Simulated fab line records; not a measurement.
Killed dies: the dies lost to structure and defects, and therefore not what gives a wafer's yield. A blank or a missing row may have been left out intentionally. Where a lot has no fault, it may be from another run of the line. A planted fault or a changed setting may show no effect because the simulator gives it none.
Code-filled problem report in 8D (eight disciplines) form / flow sky130 / the parts of the form that need people (team, actions taken, sign-off) are left out

## 1. WHAT WENT WRONG
At SKY_METAL4_METAL_ETCH_18, oes_product_au averages 0.903 a.u. over 6 wafers from 2 lots, while fault-free wafers read 0.864 a.u., standard deviation 0.0074. That is +5.3 standard deviations from the usual mean.
The step: etches the open film in Cl2/BCl3, stops on SiO2, target depth 845 nm, time 183.1 s.
First seen on wafer L703.2, day 46 19:58, on rie_metal-03. Wafers with a number at this step in the record: 33, from 11 lots. The rule behind "out" and "out of limits": a value lying over 4 standard deviations away from the usual mean. The rest of the wafers with a number are treated as sound.

## 2. WHAT IT IS, AND WHAT IT ISN'T
question=which readings at this step | is=oes_product_au | is not=drypump_motor_current_A
question=which lots | is=L703, L706 | is not=L692, L693, L694, L696, L698, L701, L709, L710, L711
question=which wafers of those lots | is=all that have a number | is not=-
question=read on which tools | is=rie_metal-03 | is not=rie_metal-01, rie_metal-04
question=when | is=from day 46 19:58 | is not=up to then (18 sound wafers); but 9 sound wafers of L709, L710, L711 came after

## 3. SUSPECTS, AND WHAT RULES EACH OUT
Counting: a tool stays on the suspect list if, at a process step up to the reading, it processed all lots that are out and no sound lot following the first of them.
- pvd_sputter-01 at SKY_METAL4_SPUTTER_02 (material AlCu, target thk 735 nm, time 39.1 s): kept. Every lot that is out went through it, starting with L703 (day 45 01:59), and after that it ran no sound lot; the last sound lot it ran before then is L701 (day 45 00:11).
- rie_metal-04 at SKY_METAL4_DESCUM_15 (chemistry O2, time 8 s): kept. Every lot that is out went through it, starting with L703 (day 46 19:49), and after that it ran no sound lot; the last sound lot it ran before then is L698 (day 44 11:23).
- rie_metal-03 at SKY_METAL4_METAL_ETCH_18 (etches the open film in Cl2/BCl3, stops on SiO2, target depth 845 nm, time 183.1 s): ruled out as a lasting fault. Sound lots L709, L710 ran on it after its first lot that is out, L703 (day 46 19:58).
The count leaves rie_metal-04 at SKY_METAL4_DESCUM_15 and pvd_sputter-01 at SKY_METAL4_SPUTTER_02.

## 4. THE CAUSE (what the simulator had put in)
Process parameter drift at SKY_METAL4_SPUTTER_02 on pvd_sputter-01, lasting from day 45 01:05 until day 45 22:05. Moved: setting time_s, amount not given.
2 suspects survive the count, and this tool is in that group.

## 5. SEQUENCE OF EFFECTS, ordered by route
One row per reading whose mean, taken over the struck wafers that have a number, lies over 3 standard deviations from the usual. Scope: only readings with a usual standard deviation given in the record; hours: median across lots of the time from each lot's start at the first step in this table that gives one to its start at this step; sigmas: change in usual standard deviations.
hours=0; step=SKY_METAL4_METAL_ETCH_18; reading=oes_product_au; usual=0.864 a.u.; on struck wafers=0.903; change=+0.039; sigmas=+5.3
It contains these process steps:
- SKY_METAL4_METAL_ETCH_18: etches the open film in Cl2/BCl3, stops on SiO2, target depth 845 nm, time 183.1 s.

## 6. HOW IT WOULD HAVE BEEN CAUGHT EARLIER
In this record the first reading out of limits was taken at day 46 19:58, 43 hours after the fault began at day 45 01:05.
Tool readings at SKY_METAL4_SPUTTER_02 with a usual standard deviation given in the record: none out on any struck wafer, hence no alarm at a limit of 4 standard deviations on them.
By day 46 19:58 the whole set of lots that are out, 2 in number, had already begun SKY_METAL4_SPUTTER_02 on pvd_sputter-01. Had the tool been put on hold then, not one of them would have been saved.
